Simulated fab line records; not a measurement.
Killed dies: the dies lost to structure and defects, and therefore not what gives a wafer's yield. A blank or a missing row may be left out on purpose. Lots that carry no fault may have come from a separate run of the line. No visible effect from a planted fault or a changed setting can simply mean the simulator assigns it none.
The tool behind it: which one? + flow sky130 + 13 lots with 39 wafers sampled at 5 steps, on a route of 708 steps

== WHAT THE GAUGES READ, wafer by wafer ==
SKY_FIELD_ISO_BOW_MEAS_00.
| lot  | measured    | on            | INCOMING_BOW (um) |
|------|-------------|---------------|-------------------|
| L553 | day 1 20:02 | film-metro-01 | 0 -4 -5           |
| L554 | day 2 01:00 | film-metro-01 | 7 17 -2           |
| L556 | day 2 11:00 | film-metro-01 | 4 -5 -7           |
| L557 | day 2 16:01 | film-metro-03 | 0 4 -6            |
| L558 | day 2 21:01 | film-metro-03 | 2 -6 1            |
| L559 | day 3 02:02 | film-metro-02 | -12 -5 -8         |
| L560 | day 3 07:02 | film-metro-01 | -6 2 -4           |
| L564 | day 4 03:01 | film-metro-03 | -1 -1 -3          |
| L568 | day 4 23:00 | film-metro-03 | 4 -9 6            |
| L569 | day 5 04:01 | film-metro-01 | 9 0 9             |
| L570 | day 5 09:00 | film-metro-03 | 6 0 -1            |
| L572 | day 5 19:00 | film-metro-02 | 4 9 -5            |
| L573 | day 6 00:00 | film-metro-02 | 0 2 -1            |

SKY_FIELD_ISO_THK_MEAS_02.
| lot  | measured    | on            | FIELD_ISO_OXIDATION_00_THK (nm) |
|------|-------------|---------------|---------------------------------|
| L553 | day 1 22:08 | film-metro-01 | 12.01 12.16 12.13               |
| L554 | day 2 03:08 | film-metro-03 | 11.91 11.62 11.70               |
| L556 | day 2 16:51 | film-metro-01 | 19.54 19.62 19.74               |
| L557 | day 2 18:54 | film-metro-02 | 12.14 11.93 12.01               |
| L558 | day 3 00:11 | film-metro-01 | 11.98 12.17 11.97               |
| L559 | day 3 05:20 | film-metro-01 | 19.11 19.15 19.30               |
| L560 | day 3 08:39 | film-metro-02 | 12.49 12.53 12.68               |
| L564 | day 4 04:48 | film-metro-03 | 12.16 12.10 12.25               |
| L568 | day 5 01:15 | film-metro-03 | 11.98 12.08 11.99               |
| L569 | day 5 05:40 | film-metro-01 | 12.05 11.96 12.01               |
| L570 | day 5 10:38 | film-metro-02 | 11.81 12.00 12.06               |
| L572 | day 5 20:54 | film-metro-02 | 11.88 12.15 12.07               |
| L573 | day 6 01:38 | film-metro-03 | 11.98 12.03 12.24               |

SKY_FIELD_ISO_CD_MEAS_13: target cd 150 nm.
| lot  | measured    | on        | cd-nm (nm)        |
|------|-------------|-----------|-------------------|
| L553 | day 2 15:59 | cd-sem-02 | 149.3 149.7 149.5 |
| L554 | day 2 19:47 | cd-sem-01 | 152.9 150.8 152.1 |
| L556 | day 3 09:08 | cd-sem-01 | 150.0 150.2 149.5 |
| L557 | day 3 12:34 | cd-sem-02 | 154.1 153.9 155.3 |
| L558 | day 3 18:10 | cd-sem-01 | 152.9 151.9 152.4 |
| L559 | day 3 21:26 | cd-sem-01 | 151.6 151.7 151.9 |
| L560 | day 4 04:53 | cd-sem-02 | 151.4 151.1 153.0 |
| L564 | day 4 23:52 | cd-sem-02 | 150.9 150.2 150.9 |
| L568 | day 6 02:11 | cd-sem-01 | 151.4 152.1 152.0 |
| L569 | day 6 02:34 | cd-sem-02 | 150.2 149.4 150.0 |
| L570 | day 6 08:44 | cd-sem-01 | 147.2 147.8 147.9 |
| L572 | day 6 17:35 | cd-sem-02 | 147.9 149.0 148.8 |
| L573 | day 6 22:53 | cd-sem-02 | 149.7 149.1 150.1 |

SKY_LDD_HVP_OVL_MEAS_07.
| lot  | measured     | on         | LDD_HVP_OVL (nm) |
|------|--------------|------------|------------------|
| L553 | day 22 07:22 | overlay-01 | 1.3 0.2 1.7      |
| L554 | day 22 15:02 | overlay-01 | 1.4 1.2 0.1      |
| L556 | day 23 14:20 | overlay-02 | -0.4 1.1 0.5     |
| L557 | day 23 17:18 | overlay-01 | 0.4 -1.3 -1.5    |
| L558 | day 24 14:18 | overlay-02 | 3.3 -0.5 0.7     |
| L559 | day 24 15:13 | overlay-01 | -0.1 -1.1 -2.2   |
| L560 | day 24 21:24 | overlay-02 | 1.5 1.6 1.0      |
| L564 | day 26 07:44 | overlay-02 | -0.9 0.7 0.0     |
| L568 | day 28 02:44 | overlay-02 | -0.5 0.0 1.0     |
| L569 | day 28 03:50 | overlay-02 | 2.4 -1.1 -1.9    |
| L570 | day 28 09:23 | overlay-02 | 1.1 1.3 1.9      |
| L572 | day 28 19:32 | overlay-01 | -0.7 -0.8 -0.7   |
| L573 | day 29 00:26 | overlay-01 | 1.0 -1.3 1.2     |

== WHICH TOOL RAN EACH LOT (tool, then ch and the chambers of the sampled wafers, then the start) ==
| lot  | SKY_FIELD_ISO_OXIDATION_01                                    |
|------|---------------------------------------------------------------|
| L553 | furnace-01 ch 0, day 1 20:36                                  |
| L554 | furnace-01 ch 0, day 2 01:37                                  |
| L556 | furnace-01 ch 0, day 2 12:34                                  |
| L557 | furnace-02 ch 0, day 2 17:23                                  |
| L558 | furnace-02 ch 0, day 2 22:40                                  |
| L559 | furnace-01 ch 0, day 3 02:07 and furnace-02 ch 0, day 3 03:48 |
| L560 | furnace-01 ch 0, day 3 07:07                                  |
| L564 | furnace-01 ch 0, day 4 03:17                                  |
| L568 | furnace-02 ch 0, day 4 23:44                                  |
| L569 | furnace-02 ch 0, day 5 04:09                                  |
| L570 | furnace-02 ch 0, day 5 09:07                                  |
| L572 | furnace-02 ch 0, day 5 19:23                                  |
| L573 | furnace-02 ch 0, day 6 00:07                                  |
- SKY_FIELD_ISO_OXIDATION_01: stabilise 600 s, purge 300 s, target thk 12 nm.

== WHAT THE TOOLS THEMSELVES READ (means of the sampled wafers that have a number; where no wafer has one, the mark that the record gives instead) ==
SKY_FIELD_ISO_OXIDATION_01.
| lot  | tool                  | spike-tc-top-C (C) | tube_center_temp_C_max |
|------|-----------------------|--------------------|------------------------|
| L553 | furnace-01            | 915.3              | 902.8                  |
| L554 | furnace-01            | 914.7              | 902.4                  |
| L556 | furnace-01            | 915.9              | 902.1                  |
| L557 | furnace-02            | 909.2              | 902.1                  |
| L558 | furnace-02            | 910.3              | 902.1                  |
| L559 | furnace-01/furnace-02 | 912.4              | 902.2                  |
| L560 | furnace-01            | 914.5              | 902.5                  |
| L564 | furnace-01            | 915.6              | 902.5                  |
| L568 | furnace-02            | 909.9              | 902.1                  |
| L569 | furnace-02            | 910.4              | 902.2                  |
| L570 | furnace-02            | 909.6              | 902.3                  |
| L572 | furnace-02            | 911.4              | 902.4                  |
| L573 | furnace-02            | 909.6              | 902.6                  |

== THE ANSWER, worked out from the rows above alone ==
Rule: usual is defined by the lots themselves. The widest of any qualifying gaps counts: lots, ordered by their means at a reading, are off when they make up no more than a third of the lots, leave a main group of 4 or more, and stand apart from it by 3 or more times the standard deviation of that group's means. The tables above print the reading to a certain number of digits; a main group whose means all agree to those digits is not used. A lot without any number at a reading at which 4 lots or more have one is off too. Any other lot the step has rows for is counted as sound. First the gauges in route order, then the tools' own readings, where a lot's mean is used as printed above. The first step at which some lot is off is used, and at that step the reading that is off furthest; a lot without a number counts as furthest.
Off: L556, L559, seen at SKY_FIELD_ISO_THK_MEAS_02 (FIELD_ISO_OXIDATION_00_THK). The main group: mean 12.07 nm, standard deviation 0.19.
A tool fits if, at a process step before that reading, it ran every lot that is off, and no sound lot after the first of them. The gauges at SKY_FIELD_ISO_THK_MEAS_02 are tried like those tools. Not one of the candidates tried fits.

== WHAT HAD BEEN PUT IN BY THE SIMULATOR ==
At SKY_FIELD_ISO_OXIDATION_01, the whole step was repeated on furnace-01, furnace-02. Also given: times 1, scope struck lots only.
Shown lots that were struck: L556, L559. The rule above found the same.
